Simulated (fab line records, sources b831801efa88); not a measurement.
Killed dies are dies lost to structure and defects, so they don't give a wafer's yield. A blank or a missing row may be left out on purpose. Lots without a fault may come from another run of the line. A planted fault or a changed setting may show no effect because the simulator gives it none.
fab line records | flow gf180mcu
record lots=5 wafers=15 last_day=33
route steps=602 shown M1@327 V1@335 M2@362
lots that met no fault: from a run of the same line without faults
start_h: hours from the record's first day to the start of the lot's first wafer shown | wait_h: hours since the lot's step before | " the same as in the row above | L1.1+2: a row that stands for several wafers | - no value, or no start given | * or withheld: withheld | < > ~ a bound
route shown NAME@n: a module of which the file shows steps, and the number in the route of the first | usual: mean/standard deviation of fault-free wafers | same: alike in all rows | chamber/n: place in a boat | sites: the reading at each site | _std_site: their standard deviation | _edge_site: outer sites' mean less inner sites' | radius_mm: how far each site lies from the wafer's centre | mask NAME#n: copy n | behind: the tool/chamber that last shaped the wafer | hold: why the lot was held/for how many hours/how that ended | device: the transistor (n, p or np) that didn't switch | end of line: the same wafers' tests at the end of the route | a step without rows: its recipe alone | killed: dies lost to structure and defects at the first sort, not the wafer's yield | map: a wafer's dies, x killed, . not, _ none there
set.NAME: the setting as run; set.NAME@STEP: as run at that earlier step | model.NAME: the simulator's own value behind a step, which no gauge read
lots at some steps of the route; a table a step, a row a wafer
services: from which hour (start_h, from the record's first day; less than 0 if before it) a tool's chamber was out of use, for how many hours, and why
## steps
# step GF_M1_PEB_12
# recipe peb_temp_c=135 peb_time_s=90 resist=KrF
# usual heater_power_total_W=85.70/0.081 plate_temp_C=135.01/0.12
# columns lot.wafer tool chamber start_h wait_h heater_power_total_W plate_temp_C
L079.2 litho_track-01 0 - - 85.59 134.84
L079.3 " 0 " " 85.73 135.06
L079.5 " 0 " " 85.72 134.91
L080.3 litho_track-03 0 - - 85.56 135.14
L080.5 " 0 " " 85.76 134.89
L080.6 " 0 " " 85.74 135.03
L087.3 litho_track-04 0 - - 85.77 135.02
L087.4 " 0 " " 85.75 135.13
L087.6 " 0 " " 85.67 134.86
L093.1 litho_track-01 0 - - 85.80 135.03
L093.2 " 0 " " 85.61 134.96
L093.4 " 0 " " 85.80 135.22
L095.4 litho_track-04 0 - - 85.69 134.81
L095.5 " 0 " " 85.59 135.03
L095.6 " 0 " " 85.80 134.92
# step GF_M1_DEVELOP_13
# recipe develop_time_s=60 dev_temp_c=21
# same develop_time_s=60
# columns lot.wafer tool chamber start_h wait_h
L079.2+3+5 litho_track-01 0 443.35 0.2
L080.3+5+6 litho_track-03 0 444.63 0.1
L087.3+4+6 litho_track-04 0 514.54 0.1
L093.1+2+4 litho_track-01 0 556.78 0.2
L095.4+5+6 litho_track-04 0 558.86 0.1
# step GF_M1_CD_MEAS_14
# recipe target_cd_nm=230
# usual cd_nm=230.1/1.2
# columns lot.wafer tool chamber start_h wait_h cd_nm
L079.2 cd_sem-02 - 443.50 0.1 231.0
L079.3 " - " " 229.9
L079.5 " - " " 231.5
L080.3 cd_sem-02 - 444.77 0.1 229.2
L080.5 " - " " 230.6
L080.6 " - " " 230.6
L087.3 cd_sem-02 - 514.68 0.1 229.8
L087.4 " - " " 230.6
L087.6 " - " " 229.7
L093.1 cd_sem-01 - 556.93 0.1 230.6
L093.2 " - " " 229.7
L093.4 " - " " 229.8
L095.4 cd_sem-02 - 559.00 0.1 229.5
L095.5 " - " " 229.2
L095.6 " - " " 228.6
# step GF_M1_OVL_MEAS_15
# usual M1_OVL=-3/5.2
# columns lot.wafer tool chamber start_h wait_h M1_OVL[nm]
L079.2 overlay-02 - 443.61 0.1 -7
L079.3 " - " " 1
L079.5 " - " " -6
L080.3 overlay-02 - 444.86 0.1 2
L080.5 " - " " -3
L080.6 " - " " -3
L087.3 overlay-01 - 514.77 0.1 -1
L087.4 " - " " -2
L087.6 " - " " -7
L093.1 overlay-01 - 557.05 0.1 2
L093.2 " - " " 4
L093.4 " - " " -5
L095.4 overlay-01 - 559.08 0.1 5
L095.5 " - " " 2
L095.6 " - " " -5
# step GF_M1_METAL_ETCH_16
# recipe chemistry=Cl2/BCl3 mask_material=KrF target_depth_nm=750.8 stop_on=SiO2 pressure_mtorr=8 icp_w=800 bias_w=140 Cl2_flow_sccm=80 bcl3_flow_sccm=40 time_s=125.1
# usual drypump_motor_current_A=5.9/0.48 oes_product_au=0.990/0.006 throttle_valve_pct=28.230/0.0094
# columns lot.wafer tool chamber start_h wait_h drypump_motor_current_A oes_product_au rf_hours_counter_h throttle_valve_pct
L079.2 rie_metal-02 0 443.64 0.0 6.0 0.988 8 28.211
L079.3 " 0 " " 6.0 0.994 - 28.214
L079.5 " 1 " " 6.2 0.995 - 28.228
L080.3 rie_metal-04 1 444.93 0.1 4.9 0.983 - 28.222
L080.5 " 1 " " 4.9 0.990 - 28.221
L080.6 " 0 " " 5.3 0.998 - 28.232
L087.3 rie_metal-02 1 514.84 0.1 6.3 0.995 - 28.219
L087.4 " 0 " " 6.0 0.994 - 28.232
L087.6 " 1 " " 6.3 0.993 - 28.220
L093.1 rie_metal-03 1 557.08 0.0 6.0 0.996 2 28.219
L093.2 " 0 " " 6.1 0.986 11 28.236
L093.4 " 1 " " 6.0 0.999 - 28.215
L095.4 rie_metal-04 1 559.14 0.1 4.9 0.990 - 28.227
L095.5 " 0 " " 5.3 0.997 - 28.225
L095.6 " 1 " " 4.9 0.991 - 28.230
# step GF_M1_STRIP_17
# recipe chemistry=O2/N2 power_w=1400 pressure_mtorr=1500 platen_temp_c=250 o2_flow_sccm=3000 n2_flow_sccm=300 overash_fraction=0.5
# usual drypump_motor_current_A=5.8/0.42 heater_power_w=307/16 o2_flow_sccm=3000/9.7 oes_product_au=0.538/0.0047 strip_time_to_endpoint_s=7.39/0.044
# columns lot.wafer tool chamber start_h wait_h drypump_motor_current_A heater_power_w o2_flow_sccm oes_product_au rf_hours_counter_h strip_time_to_endpoint_s
L079.2 plasma_asher-03 1 443.76 0.1 6.4 318 2992 0.540 84 7.42
L079.3 " 1 " " 6.4 321 2992 0.537 - 7.38
L079.5 " 0 " " 5.7 311 2989 0.531 - 7.38
L080.3 plasma_asher-04 0 445.05 0.1 6.4 267 3026 0.544 - 7.38
L080.5 " 1 " " 5.7 328 2992 0.544 - 7.40
L080.6 " 0 " " 6.5 274 3011 0.541 - 7.36
L087.3 plasma_asher-01 1 514.96 0.1 5.3 317 2999 0.543 - 7.34
L087.4 " 0 " " 5.5 303 3000 0.534 - 7.32
L087.6 " 0 " " 5.5 301 2993 0.531 - 7.33
L093.1 plasma_asher-01 1 557.21 0.1 5.4 315 3004 0.526 83 7.31
L093.2 " 0 " " 5.5 301 3004 0.536 83 7.44
L093.4 " 1 " " 5.3 314 3003 0.537 - 7.35
L095.4 plasma_asher-03 0 559.26 0.1 5.7 303 2995 0.537 - 7.39
L095.5 " 1 " " 6.5 314 3003 0.535 - 7.37
L095.6 " 0 " " 5.7 319 2989 0.537 - 7.39
# step GF_M1_STRIP_18
# recipe chemistry=post_etch_residue_remover time_s=1200 temp_c=72.5
# columns lot.wafer tool chamber start_h wait_h
L079.2+3+5 wet_bench-01 0 443.86 0.1
L080.3+5+6 wet_bench-03 0 445.12 0.0
L087.3+4+6 wet_bench-01 1 515.03 0.0
L093.1+2+4 wet_bench-01 1 557.31 0.1
L095.4+5+6 wet_bench-02 2 559.32 0.0
# step GF_M1_CLEAN_19
# recipe chemistry=DIW dry=n2_spin
# columns lot.wafer tool chamber start_h wait_h
L079.2+3+5 wet_bench-03 3 444.21 0.0
L080.3+5+6 wet_bench-01 1 445.49 0.0
L087.3+4+6 wet_bench-02 1 515.47 0.0
L093.1+2+4 wet_bench-03 1 557.65 0.0
L095.4+5+6 wet_bench-01 1 559.70 0.0
# step GF_V1_CVD_00
# recipe material=SiO2 target_thk_nm=600 sigma_open_frac=0.3 temp_c=400 time_s=100 sih4_flow_sccm=60 pressure_mtorr=6
# columns lot.wafer tool chamber start_h wait_h
L079.2+3+5 hdpcvd-02 2,0,0 444.31 0.0
L080.3+5+6 hdpcvd-01 0,2,0 445.58 0.0
L087.3+4+6 hdpcvd-02 1,1,2 515.56 0.0
L093.1+2+4 hdpcvd-02 0,1,2 557.75 0.0
L095.4+5+6 hdpcvd-02 0,2,1 559.83 0.0
# step GF_V1_THK_MEAS_01
# recipe reads=SiO2_of_V1_CVD_00
# usual V1_CVD_00_THK=598/7.6
# columns lot.wafer tool chamber start_h wait_h V1_CVD_00_THK[nm]
L079.2 film_metro-03 - 444.39 0.0 606
L079.3 " - " " 593
L079.5 " - " " 592
L080.3 film_metro-03 - 445.67 0.1 592
L080.5 " - " " 602
L080.6 " - " " 587
L087.3 film_metro-04 - 515.65 0.1 599
L087.4 " - " " 603
L087.6 " - " " 611
L093.1 film_metro-04 - 557.82 0.0 594
L093.2 " - " " 596
L093.4 " - " " 609
L095.4 film_metro-04 - 559.89 0.0 594
L095.5 " - " " 613
L095.6 " - " " 594
# step GF_V1_CVD_02
# recipe material=SiO2 target_thk_nm=850 precursor=TEOS temp_c=400 time_s=94.851 rf_w=600
# usual heater_power_w=649/140
# columns lot.wafer tool chamber start_h wait_h heater_power_w
L079.2 pecvd-04 0 444.44 0.0 746
L079.3 " 1 " " 491
L079.5 " 0 " " 777
L080.3 pecvd-03 1 445.71 0.0 629
L080.5 " 0 " " 543
L080.6 " 2 " " 530
L087.3 pecvd-03 1 515.69 0.0 625
L087.4 " 2 " " 542
L087.6 " 0 " " 543
L093.1 pecvd-02 2 557.88 0.1 642
L093.2 " 0 " " 662
L093.4 " 0 " " 514
L095.4 pecvd-02 0 559.96 0.1 580
L095.5 " 1 " " 721
L095.6 " 2 " " 652
# step GF_V1_THK_MEAS_03
# recipe reads=SiO2_of_V1_CVD_02
# usual V1_CVD_02_THK=848/11
# columns lot.wafer tool chamber start_h wait_h V1_CVD_02_THK[nm]
L079.2 film_metro-02 - 444.52 0.0 843
L079.3 " - " " 857
L079.5 " - " " 853
L080.3 film_metro-04 - 445.80 0.1 850
L080.5 " - " " 860
L080.6 " - " " 854
L087.3 film_metro-03 - 515.78 0.1 831
L087.4 " - " " 847
L087.6 " - " " 859
L093.1 film_metro-02 - 557.95 0.0 830
L093.2 " - " " 829
L093.4 " - " " 852
L095.4 film_metro-03 - 560.02 0.0 841
L095.5 " - " " 838
L095.6 " - " " 847
# step GF_V1_CMP_04
# recipe material=SiO2 down_force_psi=4 platen_rpm=60 pad_velocity_m_s=0.94248
# usual motor_current_A=12.1/1.2 time_to_endpoint_s=82/6
# columns lot.wafer tool chamber start_h wait_h motor_current_A time_to_endpoint_s
L079.3 cmp-02 2 444.67 0.1 13.4 85
L079.2 " 3 " " 13.2 74
L079.5 " 1 " " 12.5 82
L080.3 cmp-01 1 445.99 0.2 11.7 88
L080.6 " 2 " " 10.2 83
L080.5 " 3 " " 12.5 89
L087.3 cmp-01 0 515.87 0.1 10.3 78
L087.4 " 2 " " 10.4 83
L087.6 " 0 " " 10.2 88
L093.2 cmp-02 1 558.06 0.1 12.0 73
L093.1 " 2 " " 14.3 76
L093.4 " 3 " " 13.4 77
L095.4 cmp-01 2 560.20 0.2 10.0 82
L095.6 " 3 " " 13.3 85
L095.5 " 0 " " 10.6 82
# step GF_V1_BOW_MEAS_05
# recipe mode=bow
# usual V1_BOW=82/7.8
# columns lot.wafer tool chamber start_h wait_h V1_BOW[um]
L079.2 film_metro-04 - 444.89 0.1 82
L079.3 " - " " 82
L079.5 " - " " 83
L080.3 film_metro-04 - 446.18 0.1 79
L080.5 " - " " 80
L080.6 " - " " 73
L087.3 film_metro-04 - 516.16 0.2 80
L087.4 " - " " 78
L087.6 " - " " 86
L093.1 film_metro-02 - 558.31 0.1 86
L093.2 " - " " 79
L093.4 " - " " 77
L095.4 film_metro-04 - 560.41 0.2 76
L095.5 " - " " 61
L095.6 " - " " 88
# step GF_V1_DEHYDRATE_06
# recipe temp_c=200 time_s=60
# usual heater_power_total_W=160.36/0.12 plate_temp_C=200.00/0.16
# columns lot.wafer tool chamber start_h wait_h heater_power_total_W plate_temp_C
L079.2 litho_track-01 0 456.50 11.6 160.36 199.91
L079.3 " 0 " " 160.38 199.77
L079.5 " 0 " " 160.23 199.98
L080.3 litho_track-01 0 457.28 11.1 160.44 200.02
L080.5 " 0 " " 160.28 200.22
L080.6 " 0 " " 160.20 200.01
L087.3 litho_track-04 0 526.94 10.8 160.24 199.89
L087.4 " 0 " " 160.46 199.97
L087.6 " 0 " " 160.38 200.01
L093.1 litho_track-02 0 568.85 10.5 160.23 200.02
L093.2 " 0 " " 160.50 199.80
L093.4 " 0 " " 160.23 199.87
L095.4 litho_track-02 0 571.37 10.9 160.44 199.75
L095.5 " 0 " " 160.33 199.90
L095.6 " 0 " " 160.28 199.85
# step GF_V1_HMDS_07
# recipe prime_time_s=60 prime_temp_c=120
# columns lot.wafer tool chamber start_h wait_h
L079.2+3+5 litho_track-01 0 456.65 0.1
L080.3+5+6 litho_track-01 0 457.43 0.1
L087.3+4+6 litho_track-04 0 527.09 0.1
L093.1+2+4 litho_track-02 0 569.00 0.1
L095.4+5+6 litho_track-02 0 571.52 0.1
# step GF_V1_COAT_08
# recipe resist=BARC temp_c=withheld time_s=withheld spin_rpm=withheld resist_thk_nm=withheld
# columns lot.wafer tool chamber start_h wait_h
L079.2+3+5 litho_track-01 0 456.80 0.1
L080.3+5+6 litho_track-01 0 457.58 0.1
L087.3+4+6 litho_track-04 0 527.24 0.1
L093.1+2+4 litho_track-02 0 569.15 0.1
L095.4+5+6 litho_track-02 0 571.67 0.1
# step GF_V1_COAT_09
# recipe resist=KrF spin_rpm=withheld resist_thk_nm=1000
# columns lot.wafer tool chamber start_h wait_h
L079.2+3+5 litho_track-01 0 - -
L080.3+5+6 litho_track-01 0 - -
L087.3+4+6 litho_track-04 0 - -
L093.1+2+4 litho_track-02 0 - -
L095.4+5+6 litho_track-02 0 - -
# step GF_V1_SOFTBAKE_10
# recipe temp_c=130 time_s=60 resist=KrF
# usual heater_power_total_W=93.06/0.054 plate_temp_C=129.97/0.14
# columns lot.wafer tool chamber start_h wait_h heater_power_total_W plate_temp_C
L079.2 litho_track-01 0 - - 93.05 130.25
L079.3 " 0 " " 93.02 130.14
L079.5 " 0 " " 93.09 130.29
L080.3 litho_track-01 0 - - 93.06 130.22
L080.5 " 0 " " 93.07 130.13
L080.6 " 0 " " 93.09 130.11
L087.3 litho_track-04 0 - - 93.07 130.20
L087.4 " 0 " " 93.07 129.93
L087.6 " 0 " " 93.07 130.11
L093.1 litho_track-02 0 - - 93.02 130.17
L093.2 " 0 " " 93.12 129.83
L093.4 " 0 " " 93.06 129.84
L095.4 litho_track-02 0 - - 92.99 129.79
L095.5 " 0 " " 93.00 129.91
L095.6 " 0 " " 93.05 129.87
# step GF_V1_EXPOSE_11
# recipe mask_id=Via1 target_cd_nm=260 na=0.68 source_shape=conventional sigma_outer=0.6 dose_mj=38
# columns lot.wafer tool chamber start_h wait_h mask
L079.2+3+5 krf_scanner-02 0 - - Via1#0
L080.3+5+6 krf_scanner-02 0 - - Via1#0
L087.3+4+6 krf_scanner-02 0 - - Via1#0
L093.1+2+4 krf_scanner-02 0 - - Via1#0
L095.4+5+6 krf_scanner-01 0 - - Via1#0
# step GF_V1_PEB_12
# recipe peb_temp_c=135 peb_time_s=90 resist=KrF
# usual heater_power_total_W=85.70/0.08 plate_temp_C=135.02/0.13
# columns lot.wafer tool chamber start_h wait_h heater_power_total_W plate_temp_C
L079.2 litho_track-02 0 - - 85.73 135.01
L079.3 " 0 " " 85.68 134.88
L079.5 " 0 " " 85.75 135.00
L080.3 litho_track-01 0 - - 85.66 134.77
L080.5 " 0 " " 85.61 135.04
L080.6 " 0 " " 85.52 135.08
L087.3 litho_track-01 0 - - 85.58 134.74
L087.4 " 0 " " 85.78 135.06
L087.6 " 0 " " 85.60 135.13
L093.1 litho_track-02 0 - - 85.71 135.28
L093.2 " 0 " " 85.65 134.98
L093.4 " 0 " " 85.63 135.06
L095.4 litho_track-04 0 - - 85.68 134.88
L095.5 " 0 " " 85.66 134.91
L095.6 " 0 " " 85.83 135.04
# step GF_V1_DEVELOP_13
# recipe develop_time_s=60 resist=KrF dev_temp_c=21
# same develop_time_s=60
# columns lot.wafer tool chamber start_h wait_h
L079.2+3+5 litho_track-02 0 468.63 0.2
L080.3+5+6 litho_track-01 0 469.58 0.1
L087.3+4+6 litho_track-01 0 538.48 0.1
L093.1+2+4 litho_track-02 0 579.50 0.2
L095.4+5+6 litho_track-04 0 581.76 0.1
# step GF_V1_CD_MEAS_14
# recipe target_cd_nm=260
# usual cd_nm=260.2/1.1
# columns lot.wafer tool chamber start_h wait_h cd_nm
L079.2 cd_sem-02 - 468.77 0.1 261.6
L079.3 " - " " 261.7
L079.5 " - " " 261.9
L080.3 cd_sem-01 - 469.72 0.1 263.8
L080.5 " - " " 261.4
L080.6 " - " " 263.2
L087.3 cd_sem-02 - 538.62 0.1 260.2
L087.4 " - " " 259.8
L087.6 " - " " 260.3
L093.1 cd_sem-02 - 579.65 0.1 260.6
L093.2 " - " " 259.4
L093.4 " - " " 259.2
L095.4 cd_sem-01 - 581.90 0.1 259.9
L095.5 " - " " 258.9
L095.6 " - " " 259.2
# step GF_V1_OVL_MEAS_15
# usual V1_OVL=1/4.3
# columns lot.wafer tool chamber start_h wait_h V1_OVL[nm]
L079.2 overlay-02 - 468.88 0.1 -3
L079.3 " - " " -4
L079.5 " - " " -1
L080.3 overlay-02 - 469.81 0.1 -3
L080.5 " - " " 0
L080.6 " - " " 1
L087.3 overlay-01 - 538.71 0.1 -1
L087.4 " - " " -5
L087.6 " - " " 1
L093.1 overlay-01 - 579.77 0.1 1
L093.2 " - " " 2
L093.4 " - " " -2
L095.4 overlay-02 - 581.98 0.1 -2
L095.5 " - " " 1
L095.6 " - " " -4
# step GF_V1_ETCH_16
# recipe chemistry=N2/H2 target_depth_a=withheld overetch_a=withheld time_s=withheld target=BARC ion_energy_ev=200 source_w=500 bias_w=100 pressure_mtorr=30 n2_flow_sccm=100 h2_flow_sccm=200
# usual drypump_motor_current_A=5.6/0.37 h2_flow_sccm=200.0/0.52 oes_product_au=0.855/0.0047 throttle_valve_pct=13.225/0.009
# columns lot.wafer tool chamber start_h wait_h drypump_motor_current_A h2_flow_sccm oes_product_au throttle_valve_pct
L079.2 rie_diel-04 0 468.91 0.0 6.1 199.9 0.855 13.216
L079.3 " 1 " " 5.6 199.8 0.853 13.218
L079.5 " 3 " " 5.8 199.7 0.860 13.232
L080.3 rie_diel-01 2 469.83 0.0 5.7 199.9 0.858 13.236
L080.5 " 0 " " 5.2 200.2 0.863 13.218
L080.6 " 1 " " 5.8 200.3 0.851 13.231
L087.3 rie_diel-03 1 538.73 0.0 6.1 200.1 0.859 13.229
L087.4 " 3 " " 5.0 200.5 0.859 13.227
L087.6 " 3 " " 5.0 199.6 0.860 13.224
L093.1 rie_diel-01 2 579.81 0.0 5.6 200.4 0.863 13.211
L093.2 " 0 " " 5.2 199.0 0.854 13.225
L093.4 " 1 " " 5.7 199.5 0.860 13.245
L095.4 rie_diel-03 0 582.00 0.0 6.0 200.6 0.854 13.225
L095.5 " 3 " " 5.0 200.5 0.855 13.241
L095.6 " 0 " " 6.0 200.6 0.850 13.219
# step GF_V1_ETCH_17
# recipe chemistry=C4F8/O2/Ar mask_material=KrF target=SiO2 stop_on=TiN source_w=1500 bias_w=1200 pressure_mtorr=40 c4f8_flow_sccm=withheld O2_flow_sccm=6 Ar_flow_sccm=300 time_s=withheld target_depth_a=6300
# usual oes_product_au=0.856/0.0047
# columns lot.wafer tool chamber start_h wait_h oes_product_au
L079.2 rie_diel-04 0 - - 0.848
L079.3 " 1 " " 0.859
L079.5 " 3 " " 0.852
L080.3 rie_diel-01 2 - - 0.856
L080.5 " 0 " " 0.851
L080.6 " 1 " " 0.860
L087.3 rie_diel-03 1 - - 0.866
L087.4 " 3 " " 0.863
L087.6 " 3 " " 0.865
L093.1 rie_diel-01 2 - - 0.862
L093.2 " 0 " " 0.856
L093.4 " 1 " " 0.861
L095.4 rie_diel-03 0 - - 0.857
L095.5 " 3 " " 0.860
L095.6 " 0 " " 0.859
# step GF_V1_STRIP_18
# recipe chemistry=O2/N2 power_w=1400 pressure_mtorr=1500 platen_temp_c=250 o2_flow_sccm=3000 n2_flow_sccm=300 overash_fraction=0.5
# usual drypump_motor_current_A=5.6/0.3 heater_power_w=326/27 o2_flow_sccm=2999/9.1 oes_product_au=0.592/0.0048
# columns lot.wafer tool chamber start_h wait_h drypump_motor_current_A heater_power_w o2_flow_sccm oes_product_au rf_hours_counter_h
L079.2 plasma_asher-02 0 469.04 - 5.5 393 2987 0.592 4
L079.3 " 1 " " 5.7 340 3005 0.595 -
L079.5 " 1 " " 5.7 339 3022 0.598 -
L080.3 plasma_asher-01 0 470.00 - 5.5 300 2987 0.585 -
L080.5 " 0 " " 5.5 304 2992 0.594 -
L080.6 " 1 " " 5.4 310 2989 0.591 -
L087.3 plasma_asher-02 0 538.90 - 5.5 383 2997 0.595 -
L087.4 " 1 " " 5.7 339 2999 0.595 -
L087.6 " 0 " " 5.5 377 2997 0.592 -
L093.1 plasma_asher-03 1 579.93 - 6.4 326 3016 0.588 98
L093.2 " 0 " " 5.7 309 2998 0.596 98
L093.4 " 0 " " 5.7 314 3008 0.592 -
L095.4 plasma_asher-01 1 582.16 - 5.4 312 3008 0.591 -
L095.5 " 1 " " 5.3 310 3006 0.594 -
L095.6 " 0 " " 5.5 301 2971 0.590 -
# step GF_V1_STRIP_19
# recipe chemistry=post_etch_residue_remover time_s=1200 temp_c=72.5
# columns lot.wafer tool chamber start_h wait_h
L079.2+3+5 wet_bench-04 0 469.14 0.1
L080.3+5+6 wet_bench-02 3 470.06 0.0
L087.3+4+6 wet_bench-02 3 538.96 0.0
L093.1+2+4 wet_bench-04 3 580.03 0.1
L095.4+5+6 wet_bench-04 1 582.22 0.0
# step GF_V1_CLEAN_20
# recipe chemistry=DIW dry=n2_spin
# columns lot.wafer tool chamber start_h wait_h
L079.2+3+5 wet_bench-02 2 469.88 0.0
L080.3+5+6 wet_bench-03 0 470.41 0.0
L087.3+4+6 wet_bench-04 2 539.30 0.0
L093.1+2+4 wet_bench-02 3 580.38 0.0
L095.4+5+6 wet_bench-03 2 582.57 0.0
# step GF_V1_SPUTTER_21
# recipe material=Ti target_thk_nm=15 chamber_pressure_pa=5 power_w=2500 substrate_temp_c=200 time_s=80.02
# usual cathode_dc_power_W=2499.9/0.5 throttle_valve_pct=30.1/0.88
# columns lot.wafer tool chamber start_h wait_h cathode_dc_power_W throttle_valve_pct
L079.2 pvd_sputter-02 - 469.97 0.0 2499.9 29.2
L079.3 " - " " 2500.4 30.4
L079.5 " - " " 2500.1 30.6
L080.3 pvd_sputter-03 - 470.50 0.0 2499.8 28.7
L080.5 " - " " 2500.1 28.8
L080.6 " - " " 2499.7 31.3
L087.3 pvd_sputter-02 - 539.40 0.0 2499.1 29.3
L087.4 " - " " 2499.5 30.8
L087.6 " - " " 2499.6 30.7
L093.1 pvd_sputter-02 - 580.47 0.0 2500.6 30.4
L093.2 " - " " 2499.7 29.3
L093.4 " - " " 2499.8 29.9
L095.4 pvd_sputter-03 - 582.66 0.0 2500.1 30.8
L095.5 " - " " 2500.0 28.5
L095.6 " - " " 2500.6 31.1
# step GF_V1_SPUTTER_22
# recipe material=TiN target_thk_nm=10 chamber_pressure_pa=5 power_w=4000 time_s=40
# usual cathode_dc_power_W=4000.0/0.7 throttle_valve_pct=30.1/0.9
# columns lot.wafer tool chamber start_h wait_h cathode_dc_power_W throttle_valve_pct
L079.2 pvd_sputter-02 - 470.03 0.0 4001.1 29.2
L079.3 " - " " 3999.4 30.4
L079.5 " - " " 4000.5 30.8
L080.3 pvd_sputter-03 - 470.56 0.0 4000.3 28.7
L080.5 " - " " 4000.8 28.8
L080.6 " - " " 3999.0 31.1
L087.3 pvd_sputter-02 - 539.46 0.0 3999.2 29.0
L087.4 " - " " 3999.1 30.7
L087.6 " - " " 4000.2 30.6
L093.1 pvd_sputter-02 - 580.53 0.0 3999.4 30.7
L093.2 " - " " 4000.6 29.3
L093.4 " - " " 4000.5 29.8
L095.4 pvd_sputter-03 - 582.72 0.0 3998.9 30.8
L095.5 " - " " 4000.0 28.9
L095.6 " - " " 4000.1 31.0
# step GF_V1_CVD_23
# recipe material=W target_thk_nm=350 time_s=105.05 temp_c=400 pressure_torr=40
# usual heater_power_w=789/42
# columns lot.wafer tool chamber start_h wait_h heater_power_w
L079.2 cvd_w-02 1 470.07 0.0 830
L079.3 " 1 " " 834
L079.5 " 1 " " 824
L080.3 cvd_w-01 1 470.63 0.1 835
L080.5 " 1 " " 834
L080.6 " 0 " " 722
L087.3 cvd_w-01 0 539.53 0.1 745
L087.4 " 1 " " 824
L087.6 " 0 " " 723
L093.1 cvd_w-02 1 580.57 0.0 839
L093.2 " 0 " " 770
L093.4 " 0 " " 744
L095.4 cvd_w-01 1 582.80 0.1 833
L095.5 " 1 " " 827
L095.6 " 0 " " 735
# step GF_V1_RS_MEAS_24
# recipe thk_meas_gauge=four-point-probe reads=W_of_V1_CVD_23+TiN_of_V1_SPUTTER_22+Ti_of_V1_SPUTTER_21
# usual V1_W_RS=0.330/0.0053
# columns lot.wafer tool chamber start_h wait_h V1_W_RS[ohm/sq]
L079.2 film_metro-03 - 470.21 0.1 0.336
L079.3 " - " " 0.340
L079.5 " - " " 0.336
L080.3 film_metro-04 - 470.75 0.1 0.332
L080.5 " - " " 0.332
L080.6 " - " " 0.326
L087.3 film_metro-03 - 539.65 0.1 0.322
L087.4 " - " " 0.334
L087.6 " - " " 0.322
L093.1 film_metro-04 - 580.68 0.1 0.331
L093.2 " - " " 0.337
L093.4 " - " " 0.333
L095.4 film_metro-03 - 582.93 0.1 0.332
L095.5 " - " " 0.329
L095.6 " - " " 0.317
# step GF_V1_THK_MEAS_25
# recipe thk_meas_gauge=xrf reads=W_of_V1_CVD_23
# usual V1_W_THK=341/6.2
# columns lot.wafer tool chamber start_h wait_h V1_W_THK[nm]
L079.2 film_metro-03 - 470.32 0.1 328
L079.3 " - " " 323
L079.5 " - " " 328
L080.3 film_metro-04 - 470.85 0.1 341
L080.5 " - " " 341
L080.6 " - " " 349
L087.3 film_metro-03 - 539.75 0.1 352
L087.4 " - " " 337
L087.6 " - " " 352
L093.1 film_metro-04 - 580.80 0.1 342
L093.2 " - " " 335
L093.4 " - " " 340
L095.4 film_metro-03 - 583.02 0.1 340
L095.5 " - " " 343
L095.6 " - " " 354
# step GF_V1_CMP_26
# recipe stop_on=SiO2 down_force_psi=3.5 platen_rpm=60 t_overpolish_s=15 target_thk_nm=0 pad_velocity_m_s=0.94248
# usual motor_current_A=10.9/1 overpolish_run_s=15.000/0.0091 time_to_endpoint_s=86/3.8
# columns lot.wafer tool chamber start_h wait_h motor_current_A overpolish_run_s time_to_endpoint_s
L079.3 cmp-01 2 470.42 0.1 9.5 15.004 81
L079.2 " 3 " " 11.6 14.994 82
L079.5 " 1 " " 10.5 14.995 85
L080.3 cmp-01 3 470.99 0.1 11.8 15.002 88
L080.5 " 1 " " 11.0 15.000 91
L080.6 " 2 " " 9.8 15.000 82
L087.4 cmp-01 0 539.79 0.0 10.2 14.990 89
L087.3 " 1 " " 10.6 14.982 96
L087.6 " 0 " " 10.1 15.013 91
L093.4 cmp-02 3 580.86 0.0 12.1 15.009 80
L093.1 " 0 " " 10.8 15.003 86
L093.2 " 2 " " 12.6 15.000 84
L095.4 cmp-02 1 583.10 0.1 10.9 15.005 84
L095.5 " 0 " " 11.1 15.004 84
L095.6 " 1 " " 11.3 14.996 84
# step GF_M2_SPUTTER_00
# recipe material=Ti target_thk_nm=37.5 arriving_ion_energy_ev=80 substrate_temp_c=200 chamber_pressure_pa=2 power_w=4000 time_s=150
# usual cathode_dc_power_W=3999.9/0.66 throttle_valve_pct=29.7/1.5
# columns lot.wafer tool chamber start_h wait_h cathode_dc_power_W throttle_valve_pct
L079.2 pvd_sputter-01 - 470.67 0.1 3999.5 31.6
L079.3 " - " " 3999.4 27.5
L079.5 " - " " 4000.6 27.4
L080.3 pvd_sputter-04 - 471.19 0.1 3999.9 30.4
L080.5 " - " " 3999.3 29.0
L080.6 " - " " 3999.5 27.6
L087.3 pvd_sputter-04 - 540.09 0.2 4001.6 31.6
L087.4 " - " " 3999.4 27.4
L087.6 " - " " 3999.7 27.8
L093.1 pvd_sputter-03 - 581.16 0.2 4000.6 30.7
L093.2 " - " " 3999.6 31.2
L093.4 " - " " 4000.8 29.9
L095.4 pvd_sputter-03 - 583.35 0.2 3999.3 31.2
L095.5 " - " " 4000.1 30.9
L095.6 " - " " 3999.7 30.0
## services
# columns tool chamber start_h hours kind
hdpcvd-02 0 419.61 6.0 repair
cmp-02 - 428.88 0.3 repair
rie_diel-01 0 431.53 8.2 repair
cmp-01 - 431.62 1.0 repair
krf_scanner-02 - 433.32 1.0 pm
krf_scanner-02 - 446.32 1.3 pm
cmp-01 - 448.92 0.7 repair
cmp-01 - 451.94 0.4 repair
krf_scanner-02 - 455.96 0.8 pm
rie_diel-03 - 457.45 0.4 repair
cmp-01 - 462.48 7.2 pm
hdpcvd-02 2 474.11 18.8 repair
rie_diel-01 - 482.88 2.8 pm
cmp-02 - 492.15 1.1 repair
cmp-01 - 498.77 2.7 repair
wet_bench-03 - 504.17 4.0 repair
rie_diel-03 1 511.44 9.9 repair
cmp-02 - 520.85 1.4 repair
cmp-02 - 522.21 6.6 pm
cmp-01 - 531.33 4.9 pm
rie_diel-01 0 534.02 2.6 repair
rie_diel-01 - 534.50 14.6 pm
cmp-01 - 572.30 4.0 pm
cmp-01 - 576.29 0.9 repair
## key
fault none
